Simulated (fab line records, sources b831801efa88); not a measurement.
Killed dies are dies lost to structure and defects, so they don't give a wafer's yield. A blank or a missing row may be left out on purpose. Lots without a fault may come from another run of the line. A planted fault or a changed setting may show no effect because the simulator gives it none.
Which tool did it? | flow gf180mcu | 6 lots, 18 wafers sampled, at 3 steps of a route of 602

WHAT THE GAUGES READ, wafer by wafer
GF_M1_CD_MEAS_14: target cd 230 nm.
lot  | measured     | on        | cd_nm (nm)
L361 | day 18 02:28 | cd_sem-02 | 228.6 228.4 229.2
L364 | day 18 22:43 | cd_sem-02 | 229.9 230.4 230.0
L366 | day 19 11:37 | cd_sem-02 | 229.8 229.6 228.8
L371 | day 21 10:52 | cd_sem-01 | 229.3 228.9 227.9
L380 | day 24 10:33 | cd_sem-01 | 228.3 230.6 230.7
L383 | day 25 02:42 | cd_sem-02 | 231.0 230.9 229.5

WHICH TOOL RAN EACH LOT (tool, then ch and the chambers of the sampled wafers, then the start)
lot  | GF_STI_ETCH_14                  | GF_STI_STRIP_15
L361 | rie_si-01 ch 0,3, day 2 07:01   | plasma_asher-01 ch 0,1, day 2 07:05
L364 | rie_si-01 ch 1,3, day 2 21:08   | plasma_asher-03 ch 0,1, day 2 21:13
L366 | rie_si-01 ch 0,2,3, day 3 11:19 | plasma_asher-04 ch 0,1, day 3 11:23
L371 | rie_si-01 ch 0,1, day 4 10:32   | plasma_asher-01 ch 0,1, day 4 10:37
L380 | rie_si-02 ch 0,2, day 6 08:37   | plasma_asher-01 ch 0,1, day 6 08:41
L383 | rie_si-02 ch 1,2,3, day 7 00:31 | plasma_asher-01 ch 0,1, day 7 00:35
- GF_STI_ETCH_14: etches Si in HBr/Cl2/O2, target depth 360 nm, time 102.9 s.
- GF_STI_STRIP_15: strips in O2/N2.

THE ANSWER, worked out from the rows above alone
Rule: what is usual is taken from the lots themselves. Put in order of their means at a reading, lots are off if they are a third of the lots or fewer, leave a main group of 4 or more, and stand apart from it by a gap of 3 or more times the standard deviation of the main group's means; of several such gaps the widest counts. A main group whose means are all the same, to the digits that the tables above print for the reading, isn't used. A lot without any number at a reading at which 4 lots or more have one is off too. The other lots that the step has rows for count as sound.
No lot is off at any reading shown: from this, nothing can be told.

WHAT THE SIMULATOR HAD PUT IN
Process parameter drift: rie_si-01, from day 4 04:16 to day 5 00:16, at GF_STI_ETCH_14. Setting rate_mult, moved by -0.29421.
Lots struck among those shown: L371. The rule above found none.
